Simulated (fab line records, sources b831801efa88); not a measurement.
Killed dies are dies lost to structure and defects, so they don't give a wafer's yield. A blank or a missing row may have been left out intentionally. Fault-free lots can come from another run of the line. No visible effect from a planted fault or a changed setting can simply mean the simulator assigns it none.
fab line records	flow sky130
record: lots: 6	wafers: 18	last-day: 51
route steps=708 shown METAL5@671 PASSIVATION@681 PAD_OPEN@708
lots untouched by any fault: they come from a run of this same line in which no faults occurred
start-h: start of the lot's first displayed wafer, in hours after the record's first day	wait-h: hours elapsed since this lot's preceding step	" same as the row above	L1.1+2: a row that stands for several wafers	- no value present, or no start provided	* or withheld: withheld	< > ~ a bound
route shown NAME@n: a module of which the file shows steps, and the number in the route of the first	usual: the fault-free wafers' mean and standard deviation	same: alike in all rows	chamber/n: place in a boat	sites: each site's reading	_std_site: standard deviation of those values	_edge_site: mean of outer sites minus mean of inner sites	radius-mm: for every site, how far away it sits from the centre of the wafer	mask NAME#n: copy n	behind: the most recent tool/chamber to have shaped the wafer	hold: cause of the lot's hold/its duration in hours/its outcome	device: transistor that didn't switch, given as n, p or np	end of line: tests of these same wafers at the route's end	step lacking rows: just its recipe	killed: the dies lost at the first sort to structure and to defects; this is not the yield of the wafer	map: a wafer's dies, x killed, . not, _ none there
set.NAME: the setting as run; set.NAME@STEP: as run at that earlier step	model.NAME: the simulator's own value behind a step, which no gauge read
lots seen at some steps along the route; tables by step, rows by wafer
services: the hour from which a tool's chamber was out of use, counted from the record's first day as start-h (under 0 if before that day), plus the number of hours and why
== steps ==
step: SKY_METAL5_SOFTBAKE_10
recipe: temp-c: 90	time-s: 60	resist: NOVOLAK
step: SKY_METAL5_EXPOSE_11
recipe: mask-id: MM5	na: 0.6	source-shape: conventional	sigma-outer: 0.6	polarization: unpolarized	target-cd-nm: 1600	dose-mj: 190
step: SKY_METAL5_PEB_12
recipe: temp-c: withheld	time-s: *	resist: NOVOLAK
step: SKY_METAL5_DEVELOP_13
recipe: resist: NOVOLAK	developer: TMAH	develop-time-s: 60	dev-temp-c: 23
step: SKY_METAL5_DESCUM_14
recipe: chemistry: O2	source-power-w: 150	bias-power-w: 0	pressure-mtorr: 10	temp-c: 40	time-s: 11
usual: chamber-pressure-mTorr: 10.000/0.0099	drypump-motor-current-A: 5.9/0.57	oes-product-au: 1.004/0.0095	rf-fwd-power-W: 147.3/0.83
lot.wafer	tool	chamber	start-h	wait-h	chamber-pressure-mTorr	drypump-motor-current-A	oes-product-au	rf-fwd-power-W	rf-hours-counter-h
L727.1	rie-metal-02	1	1065.87	0.1	9.991	6.3	1.013	147.2	22
L727.4	"	1	"	"	10.026	6.2	1.012	147.6	-
L727.5	"	1	"	"	10.004	6.2	1.009	147.3	-
L728.1	rie-metal-02	1	1071.29	0.1	9.999	6.3	1.014	147.1	22
L728.2	"	0	"	"	10.002	5.9	1.007	146.0	20
L728.4	"	1	"	"	10.002	6.2	1.007	147.1	-
L733.3	rie-metal-04	1	1112.45	0.1	9.998	6.5	1.001	148.0	-
L733.4	"	0	"	"	10.000	5.6	0.987	146.2	-
L733.6	"	0	"	"	9.985	5.6	1.004	146.6	-
L736.1	rie-metal-02	0	1119.74	0.1	10.001	5.9	1.011	147.0	25
L736.2	"	0	"	"	10.001	5.9	0.999	146.7	-
L736.5	"	0	"	"	10.011	5.9	1.005	146.9	-
L746.1	rie-metal-04	0	1164.17	0.1	9.995	5.7	0.988	146.7	25
L746.2	"	1	"	"	10.013	6.5	0.994	148.7	20
L746.6	"	1	"	"	10.002	6.5	0.990	148.7	-
L748.1	rie-metal-04	0	1181.44	0.1	10.011	5.6	1.000	146.6	27
L748.2	"	1	"	"	10.019	6.5	1.000	148.6	22
L748.3	"	1	"	"	9.979	6.5	0.995	149.0	-
step: SKY_METAL5_METAL_ETCH_15
recipe: target-depth-a: 12600	stop-on: SiO2	over-etch-frac: 0.2	time-s: 252	chemistry: Cl2/BCl3	resist-sidewall-deg: 86	pressure-mtorr: 10	icp-w: 900	bias-w: 48.5	Cl2_flow_sccm: 60	bcl3-flow-sccm: 30
usual: chamber-pressure-mTorr: 9.999/0.0089	drypump-motor-current-A: 5.9/0.57	oes-product-au: 0.893/0.0047	rf-fwd-power-W: 897.8/2.9	throttle-valve-pct: 22.265/0.0094
lot.wafer	tool	chamber	start-h	wait-h	chamber-pressure-mTorr	drypump-motor-current-A	oes-product-au	rf-fwd-power-W	rf-hours-counter-h	throttle-valve-pct
L727.1	rie-metal-02	1	1065.90	0.0	9.992	6.3	0.898	898.3	22	22.273
L727.4	"	1	"	"	9.990	6.3	0.898	896.3	-	22.277
L727.5	"	1	"	"	9.994	6.3	0.888	898.4	-	22.281
L728.1	rie-metal-02	1	1071.32	0.0	10.008	6.3	0.894	899.3	22	22.277
L728.2	"	0	"	"	10.013	5.9	0.896	898.4	20	22.254
L728.4	"	1	"	"	10.006	6.3	0.903	899.8	-	22.268
L733.3	rie-metal-04	1	1112.55	0.1	10.000	6.5	0.892	898.2	-	22.260
L733.4	"	0	"	"	9.989	5.6	0.892	893.2	-	22.269
L733.6	"	0	"	"	9.988	5.6	0.885	898.8	-	22.263
L736.1	rie-metal-02	0	1119.81	0.1	10.008	5.9	0.897	899.2	25	22.275
L736.2	"	0	"	"	9.989	5.9	0.886	898.4	-	22.263
L736.5	"	0	"	"	10.007	5.9	0.892	904.6	-	22.251
L746.1	rie-metal-04	0	1164.20	0.0	10.012	5.7	0.887	894.9	25	22.272
L746.2	"	1	"	"	10.002	6.5	0.888	904.1	20	22.283
L746.6	"	1	"	"	10.002	6.5	0.895	901.7	-	22.242
L748.1	rie-metal-04	0	1181.48	0.0	10.002	5.6	0.892	902.5	27	22.264
L748.2	"	1	"	"	9.994	6.6	0.891	899.8	22	22.254
L748.3	"	1	"	"	9.983	6.5	0.906	894.6	-	22.275
step: SKY_METAL5_STRIP_16
recipe: chemistry: O2/N2	power-w: 1400	pressure-mtorr: 1500	platen-temp-c: withheld	o2-flow-sccm: 3000	n2-flow-sccm: 300	overash-fraction: 0.5
usual: chamber-pressure-mTorr: 1499.9/1.4	drypump-motor-current-A: 5.71/0.26	n2-flow-sccm: 300.0/0.85	oes-product-au: 0.710/0.0045	strip-time-to-endpoint-s: 13.00/0.13
lot.wafer	tool	chamber	start-h	wait-h	chamber-pressure-mTorr	drypump-motor-current-A	n2-flow-sccm	oes-product-au	rf-hours-counter-h	strip-time-to-endpoint-s
L727.1	plasma-asher-04	0	1066.14	0.2	1500.2	5.91	300.5	0.715	62	12.81
L727.4	"	0	"	"	1503.8	5.89	299.6	0.714	-	12.78
L727.5	"	1	"	"	1501.6	5.90	298.7	0.703	-	12.94
L728.1	plasma-asher-04	0	1071.56	0.2	1500.0	5.91	301.3	0.717	63	13.05
L728.2	"	1	"	"	1499.1	5.84	298.8	0.702	63	13.06
L728.4	"	1	"	"	1499.5	5.86	297.7	0.709	-	12.97
L733.3	plasma-asher-02	1	1112.74	0.1	1502.2	5.92	301.3	0.713	-	13.22
L733.4	"	0	"	"	1498.4	5.70	299.0	0.706	-	13.23
L733.6	"	1	"	"	1500.3	5.91	299.7	0.714	-	13.19
L736.1	plasma-asher-02	1	1120.28	0.4	1502.2	5.92	299.8	0.713	38	12.99
L736.2	"	0	"	"	1498.3	5.69	300.2	0.709	38	13.00
L736.5	"	0	"	"	1497.3	5.69	299.5	0.715	-	12.97
L746.1	plasma-asher-04	0	1164.44	0.2	1497.5	5.90	299.7	0.712	72	13.06
L746.2	"	1	"	"	1500.0	5.85	299.9	0.714	72	13.15
L746.6	"	0	"	"	1500.3	5.90	299.1	0.710	-	13.13
L748.1	plasma-asher-03	0	1181.71	0.2	1499.6	5.32	299.7	0.710	11	13.07
L748.2	"	1	"	"	1501.4	5.24	299.8	0.704	11	13.11
L748.3	"	0	"	"	1497.7	5.29	299.4	0.713	-	13.09
step: SKY_METAL5_STRIP_17
recipe: chemistry: post-etch-residue-remover	time-s: 1200	temp-c: 72.5
step: SKY_METAL5_CLEAN_18
recipe: chemistry: IPA	time-s: 180	temp-c: 25
step: SKY_METAL5_CLEAN_19
recipe: chemistry: O3/DIW	dry: n2-spin
step: SKY_PASSIVATION_CVD_00
recipe: material: SiO2	target-thk-nm: 90	temp-c: 400	time-s: withheld	rf-w: 600
usual: heater-power-w: 635/75	rf-fwd-power-W: 588/3.2
lot.wafer	tool	chamber	start-h	wait-h	heater-power-w	rf-fwd-power-W
L727.1	pecvd-04	0	1066.73	0.0	791	589
L727.4	"	2	"	"	720	592
L727.5	"	0	"	"	621	589
L728.1	pecvd-03	1	1072.50	0.0	747	585
L728.2	"	2	"	"	630	591
L728.4	"	2	"	"	636	592
L733.3	pecvd-01	0	1113.32	0.0	742	584
L733.4	"	0	"	"	749	586
L733.6	"	2	"	"	505	588
L736.1	pecvd-03	0	1120.98	0.0	624	593
L736.2	"	1	"	"	727	587
L736.5	"	2	"	"	590	589
L746.1	pecvd-01	1	1165.04	0.0	590	591
L746.2	"	0	"	"	682	586
L746.6	"	0	"	"	667	585
L748.1	pecvd-01	2	1182.56	0.0	533	586
L748.2	"	1	"	"	592	590
L748.3	"	0	"	"	733	585
step: SKY_PASSIVATION_THK_MEAS_01
recipe: reads: SiO2_of_PASSIVATION_CVD_00
usual: PASSIVATION_CVD_00_THK: 90.3/1.1
lot.wafer	tool	chamber	start-h	wait-h	PASSIVATION_CVD_00_THK[nm]
L727.1	film-metro-02	-	1066.76	-	90.5
L727.4	"	-	"	"	92.5
L727.5	"	-	"	"	93.0
L728.1	film-metro-03	-	1072.52	-	88.5
L728.2	"	-	"	"	90.3
L728.4	"	-	"	"	91.4
L733.3	film-metro-04	-	1113.36	-	89.5
L733.4	"	-	"	"	90.7
L733.6	"	-	"	"	91.4
L736.1	film-metro-03	-	1121.00	-	89.4
L736.2	"	-	"	"	89.2
L736.5	"	-	"	"	90.4
L746.1	film-metro-02	-	1165.06	-	89.7
L746.2	"	-	"	"	88.3
L746.6	"	-	"	"	90.6
L748.1	film-metro-04	-	1182.58	-	89.6
L748.2	"	-	"	"	89.0
L748.3	"	-	"	"	88.5
step: SKY_PASSIVATION_CVD_02
recipe: material: Si3N4	target-thk-nm: 540	temp-c: 400	time-s: withheld	rf-w: 450
usual: heater-power-w: 690/80	rf-fwd-power-W: 448.7/1.3
lot.wafer	tool	chamber	start-h	wait-h	heater-power-w	rf-fwd-power-W
L727.1	pecvd-03	2	1066.82	0.1	699	449.5
L727.4	"	1	"	"	840	446.8
L727.5	"	2	"	"	608	449.2
L728.1	pecvd-01	1	1072.58	0.1	729	449.9
L728.2	"	0	"	"	720	450.1
L728.4	"	2	"	"	602	446.1
L733.3	pecvd-04	0	1113.40	0.0	761	449.9
L733.4	"	0	"	"	797	450.3
L733.6	"	1	"	"	604	449.1
L736.1	pecvd-04	0	1121.06	0.1	820	449.2
L736.2	"	2	"	"	742	449.4
L736.5	"	1	"	"	720	451.2
L746.1	pecvd-04	2	1165.12	0.1	736	447.1
L746.2	"	0	"	"	677	447.9
L746.6	"	1	"	"	738	449.7
L748.1	pecvd-04	2	1182.64	0.1	694	448.3
L748.2	"	0	"	"	801	449.4
L748.3	"	1	"	"	761	451.4
step: SKY_PASSIVATION_THK_MEAS_03
recipe: reads: Si3N4_of_PASSIVATION_CVD_02
usual: PASSIVATION_CVD_02_THK: 540/7.4
lot.wafer	tool	chamber	start-h	wait-h	hold	PASSIVATION_CVD_02_THK[nm]
L727.1	film-metro-04	-	1067.04	-	-	542
L727.4	"	-	"	"	-	550
L727.5	"	-	"	"	-	550
L728.1	film-metro-04	-	1072.81	-	-	528
L728.2	"	-	"	"	-	532
L728.4	"	-	"	"	-	542
L733.3	film-metro-02	-	1113.65	-	-	542
L733.4	"	-	"	"	-	553
L733.6	"	-	"	"	-	542
L736.1	film-metro-04	-	1121.29	-	-	540
L736.2	"	-	"	"	-	540
L736.5	"	-	"	"	-	541
L746.1	film-metro-04	-	1165.35	-	await-dispo/0.2h/release	423
L746.2	"	-	"	"	await-dispo/0.2h/release	432
L746.6	"	-	"	"	await-dispo/0.2h/release	434
L746.1	film-metro-04	-	1165.57	0.2	-	423
L746.2	"	-	"	"	-	432
L746.6	"	-	"	"	-	435
L748.1	film-metro-02	-	1182.87	-	await-dispo/0.2h/release	429
L748.2	"	-	"	"	await-dispo/0.2h/release	429
L748.3	"	-	"	"	await-dispo/0.2h/release	423
L748.1	film-metro-02	-	1183.09	0.2	-	429
L748.2	"	-	"	"	-	430
L748.3	"	-	"	"	-	423
step: SKY_PASSIVATION_HMDS_05
recipe: prime-time-s: 60	prime-temp-c: 120
step: SKY_PASSIVATION_COAT_06
recipe: spin-rpm: 2000	resist-thk-nm: 3000
step: SKY_PASSIVATION_SOFTBAKE_07
recipe: temp-c: 110	time-s: withheld
step: SKY_PASSIVATION_EXPOSE_08
recipe: mask-id: NSM	target-cd-nm: 3000	na: 0.57	dose-mj: 260
step: SKY_PASSIVATION_PEB_09
recipe: temp-c: 115	time-s: withheld
step: SKY_PASSIVATION_DEVELOP_10
recipe: develop-time-s: 60	dev-temp-c: 23
step: SKY_PASSIVATION_ETCH_11
recipe: chemistry: CF4/O2	target-depth-nm: 725	stop-on: AlCu	source-w: 800	bias-w: 150	pressure-mtorr: 150	cf4-flow-sccm: 80	O2_flow_sccm: 10	time-s: 161.1
usual: O2_flow_sccm: 9.998/0.028	chamber-pressure-mTorr: 150.01/0.13	drypump-motor-current-A: 5.9/0.41	oes-product-au: 0.978/0.0072	rf-fwd-power-W: 797.7/2.6	throttle-valve-pct: 5.964/0.0087
lot.wafer	tool	chamber	start-h	wait-h	O2_flow_sccm	chamber-pressure-mTorr	drypump-motor-current-A	oes-product-au	rf-fwd-power-W	rf-hours-counter-h	throttle-valve-pct
L727.1	rie-diel-03	0	1088.39	-	10.027	149.82	6.0	0.982	794.5	15	5.989
L727.4	"	2	"	"	10.003	150.09	5.0	0.994	798.7	14	5.976
L727.5	"	0	"	"	10.008	149.73	6.0	0.983	794.3	-	5.965
L728.1	rie-diel-01	1	1094.44	-	9.960	150.12	6.1	0.967	795.5	21	5.964
L728.2	"	3	"	"	9.980	150.02	6.2	0.972	796.9	33	5.965
L728.4	"	1	"	"	9.991	150.07	6.1	0.978	795.5	-	5.979
L733.3	rie-diel-02	2	1133.34	-	9.946	150.01	6.6	0.981	795.6	7	5.963
L733.4	"	3	"	"	9.975	150.00	6.2	0.994	797.7	17	5.952
L733.6	"	3	"	"	10.003	150.19	6.2	0.979	797.3	-	5.969
L736.1	rie-diel-03	0	1141.39	-	10.006	149.97	6.0	0.977	798.7	17	5.969
L736.2	"	2	"	"	10.023	149.91	5.0	0.978	799.1	16	5.954
L736.5	"	1	"	"	10.005	150.12	5.1	0.981	800.5	-	5.951
L746.1	rie-diel-03	2	1183.24	-	9.998	149.83	5.0	0.878	794.7	17	5.932
L746.2	"	1	"	"	9.985	149.84	5.1	0.884	802.7	16	5.935
L746.6	"	1	"	"	10.013	149.97	5.1	0.894	799.0	-	5.936
L748.1	rie-diel-02	3	1199.37	-	9.992	150.16	6.2	0.881	801.9	19	5.929
L748.2	"	2	"	"	9.965	150.09	6.6	0.877	796.2	10	5.945
L748.3	"	0	"	"	10.009	150.05	6.0	0.884	797.8	6	5.949
step: SKY_PASSIVATION_STRIP_12
recipe: chemistry: O2/N2	power-w: 1400	pressure-mtorr: 1500	platen-temp-c: withheld	overash-fraction: 0.7	o2-flow-sccm: 3000	n2-flow-sccm: 300
usual: chamber-pressure-mTorr: 1500.0/1.4	drypump-motor-current-A: 5.43/0.3	n2-flow-sccm: 300.1/0.97	oes-product-au: 0.660/0.0047	strip-time-to-endpoint-s: 31.55/0.14
lot.wafer	tool	chamber	start-h	wait-h	chamber-pressure-mTorr	drypump-motor-current-A	n2-flow-sccm	oes-product-au	rf-hours-counter-h	strip-time-to-endpoint-s
L727.1	plasma-asher-01	0	1088.50	0.1	1500.5	5.13	299.3	0.663	96	31.33
L727.4	"	0	"	"	1498.9	5.14	300.1	0.668	-	31.38
L727.5	"	0	"	"	1500.4	5.10	299.0	0.658	-	31.31
L728.1	plasma-asher-04	0	1094.55	0.1	1499.9	5.89	297.7	0.658	65	31.57
L728.2	"	1	"	"	1503.4	5.87	298.8	0.661	65	31.60
L728.4	"	1	"	"	1498.6	5.84	299.3	0.663	-	31.54
L733.3	plasma-asher-01	0	1133.48	0.1	1499.7	5.12	299.2	0.657	-	31.50
L733.4	"	1	"	"	1500.4	5.28	300.2	0.664	-	31.62
L733.6	"	0	"	"	1500.7	5.10	300.3	0.665	-	31.67
L736.1	plasma-asher-04	0	1141.50	0.1	1499.5	5.90	299.5	0.660	70	31.49
L736.2	"	1	"	"	1499.8	5.85	299.3	0.660	70	31.58
L736.5	"	0	"	"	1500.5	5.92	299.8	0.667	-	31.53
L746.1	plasma-asher-01	0	1183.35	0.1	1498.1	5.12	298.0	0.662	105	31.55
L746.2	"	1	"	"	1501.6	5.27	300.7	0.668	105	31.48
L746.6	"	0	"	"	1499.2	5.16	300.1	0.662	-	31.41
L748.1	plasma-asher-01	0	1199.48	0.1	1499.6	5.14	299.1	0.659	106	31.39
L748.2	"	1	"	"	1499.4	5.31	299.4	0.659	106	31.44
L748.3	"	1	"	"	1498.0	5.32	300.0	0.655	-	31.25
step: SKY_PAD_OPEN_PROBE_99
usual: defect-limited-yield: 82.6/2	killed_at_M0_to_M3: 42/6.7	killed_at_M4_up: 3.0/1.9	killed-at-contacts: 24/5.3	killed-at-front-end: 16/4.3	killed-at-other: 0.4/0.71	killed-dies: 85/9.6	killed-open: 46/6.5	killed-short: 39/6.7	sort_bin_3_pad_short: 0.9/0.46	sort_bin_5_function: 10.3/1.3	sort_bin_6_memory: 6.2/1.1	sort-n-pass: 407/9.6	sort-yield-pct: 82.6/2
same: gross-dies: 492	killed-at-back-side: 0	sort_bin_4_leakage[%]: 0	sort_bin_8_speed[%]: 0
lot.wafer	tool	chamber	start-h	wait-h	defect-limited-yield[%]	killed_at_M0_to_M3	killed_at_M4_up	killed-at-contacts	killed-at-front-end	killed-at-other	killed-dies	killed-open	killed-short	sort_bin_3_pad_short[%]	sort_bin_5_function[%]	sort_bin_6_memory[%]	sort-n-pass	sort-yield-pct[%]
L733.3	prober-02	-	1155.20	0.2	83.3	36	3	19	23	1	82	40	41	2.0	8.5	6.1	410	83.3
L733.4	prober-02	-	1155.25	0.2	86.2	35	3	19	11	0	68	36	32	0.8	10.0	3.0	424	86.2
L733.6	prober-02	-	1155.35	0.2	84.8	27	5	27	16	0	75	44	31	0	7.7	7.5	417	84.8
L736.1	prober-01	-	1162.81	0.1	83.7	37	2	27	13	1	80	46	33	0.4	11.6	4.3	412	83.7
L736.2	prober-01	-	1162.86	0.1	83.5	37	2	27	14	1	81	45	36	1.0	11.2	4.3	411	83.5
L736.5	prober-01	-	1163.01	0.2	83.9	41	3	22	13	0	79	42	37	1.2	10.0	4.9	413	83.9
L746.6	prober-01	-	1202.51	0.2	82.3	41	8	24	12	2	87	41	45	1.4	10.6	5.7	405	82.3
L748.1	prober-01	-	1217.01	0.1	82.1	43	2	23	19	1	88	43	44	1.8	9.8	6.3	404	82.1
L748.2	prober-01	-	1217.06	0.1	81.1	48	3	26	14	2	93	49	40	2.4	10.4	6.1	399	81.1
L748.3	prober-01	-	1217.11	0.2	84.3	38	3	15	19	2	77	42	34	1.2	8.3	6.1	415	84.3
killed by level:class
L733.3 VIA1:geometric-particle:open=9 LI_CONTACT:geometric-particle:open=7 FIELD_ISO:geometric-particle:short=5 POLY_GATE:geometric-particle:open=5 METAL1:geometric-particle:short=5 VIA1:geometric-particle:short=5 POLY_GATE:geometric-particle:short=4 VIA2:geometric-particle:short=4
L733.4 VIA1:geometric-particle:open=10 METAL2:geometric-particle:short=7 LI_CONTACT:geometric-particle:open=6 CONTACT:geometric-particle:open=6 VIA2:geometric-particle:open=5 FIELD_ISO:geometric-particle:short=3 METAL1:geometric-particle:short=3 METAL4:geometric-particle:short=3
L733.6 LI_CONTACT:geometric-particle:open=10 CONTACT:geometric-particle:open=9 VIA1:geometric-particle:open=8 FIELD_ISO:geometric-particle:short=5 POLY_GATE:geometric-particle:short=5 VIA3:geometric-particle:open=5 VIA2:geometric-particle:short=4 POLY_GATE:geometric-particle:open=4
L736.1 CONTACT:geometric-particle:open=12 VIA1:geometric-particle:open=11 VIA1:geometric-particle:short=9 CONTACT:geometric-particle:short=7 VIA2:geometric-particle:open=7 POLY_GATE:geometric-particle:open=6 METAL1:geometric-particle:short=5 LI_CONTACT:geometric-particle:open=4
L736.2 LI_CONTACT:geometric-particle:open=9 VIA1:geometric-particle:open=9 CONTACT:geometric-particle:open=7 LOCAL_INTERCONNECT:geometric-particle:short=5 METAL1:geometric-particle:short=5 VIA1:geometric-particle:short=5 FIELD_ISO:geometric-particle:short=4 FIELD_ISO:geometric-particle:open=4
L736.5 CONTACT:geometric-particle:open=10 VIA1:geometric-particle:open=7 VIA2:geometric-particle:open=7 METAL1:geometric-particle:short=6 VIA1:geometric-particle:short=6 LI_CONTACT:geometric-particle:open=5 FIELD_ISO:geometric-particle:open=4 CONTACT:geometric-particle:short=4
L746.6 VIA1:geometric-particle:open=9 METAL2:geometric-particle:short=8 LI_CONTACT:geometric-particle:open=7 METAL4:geometric-particle:short=6 CONTACT:geometric-particle:open=6 LOCAL_INTERCONNECT:geometric-particle:short=5 VIA3:geometric-particle:open=5 VIA2:geometric-particle:short=4
L748.1 VIA1:geometric-particle:open=10 METAL1:geometric-particle:short=7 CONTACT:geometric-particle:short=7 FIELD_ISO:geometric-particle:short=6 FIELD_ISO:geometric-particle:open=6 LI_CONTACT:geometric-particle:open=5 CONTACT:geometric-particle:open=5 VIA3:geometric-particle:open=5
L748.2 CONTACT:geometric-particle:open=14 VIA1:geometric-particle:open=10 VIA1:geometric-particle:short=6 VIA3:geometric-particle:open=6 VIA2:geometric-particle:open=5 FIELD_ISO:geometric-particle:open=4 LOCAL_INTERCONNECT:geometric-particle:short=4 CONTACT:geometric-particle:short=4
L748.3 VIA1:geometric-particle:open=9 CONTACT:geometric-particle:open=6 CONTACT:geometric-particle:short=6 VIA3:geometric-particle:open=6 FIELD_ISO:geometric-particle:open=5 POLY_GATE:geometric-particle:open=5 METAL2:geometric-particle:short=5 VIA1:geometric-particle:short=4
== services ==
tool	chamber	start-h	hours	kind
plasma-asher-03	-	1055.25	9.0	pm
plasma-asher-02	-	1066.41	0.5	repair
plasma-asher-03	-	1078.60	2.1	repair
rie-diel-01	-	1089.83	0.3	repair
rie-diel-01	2	1094.04	21.1	repair
rie-diel-01	0	1096.36	13.9	repair
pecvd-04	-	1100.27	2.7	repair
rie-diel-01	1	1102.94	4.5	repair
rie-diel-02	1	1103.12	4.8	repair
rie-metal-02	1	1113.04	-	clean
rie-metal-02	1	1113.04	-	consumable-replace:focus-ring
rie-metal-02	1	1113.04	18.4	scheduled-down
plasma-asher-01	-	1118.37	2.7	repair
rie-diel-03	2	1119.66	4.0	repair
pecvd-01	0	1120.07	25.6	repair
pecvd-03	-	1130.24	3.1	repair
pecvd-03	-	1133.37	2.8	pm
plasma-asher-02	-	1135.52	2.8	pm
pecvd-04	-	1139.12	14.6	pm
plasma-asher-02	-	1143.79	2.4	repair
pecvd-01	-	1146.88	0.7	repair
pecvd-04	-	1157.65	5.5	pm
pecvd-01	-	1158.59	0.2	repair
rie-diel-02	3	1174.48	14.0	repair
== key ==
first-sign: step: SKY_PASSIVATION_THK_MEAS_03	reading: visit	direction: added
effect: step: SKY_PASSIVATION_THK_MEAS_03	reading: PASSIVATION_CVD_02_THK	direction: down	sigmas: 15	usual: 540	struck: 428
effect: step: SKY_PASSIVATION_ETCH_11	reading: oes-product-au	direction: down	sigmas: 13	usual: 0.978	struck: 0.883
met-at SKY_PASSIVATION_CVD_02
struck-wafers L746.1,L746.2,L746.6,L748.1,L748.2,L748.3
onset-between 1121.06 1165.12
also-fits time
fault: kind: site-profile-drift	tool: pecvd-04	chamber: -	onset-h: 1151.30	steps: SKY_PASSIVATION_CVD_02	basis: fraction	max-abs-drift: 0.47505	slope-share-per-hr: 105.57	site-pattern: 0,0,0,0,0,-1,-1,-1,-1
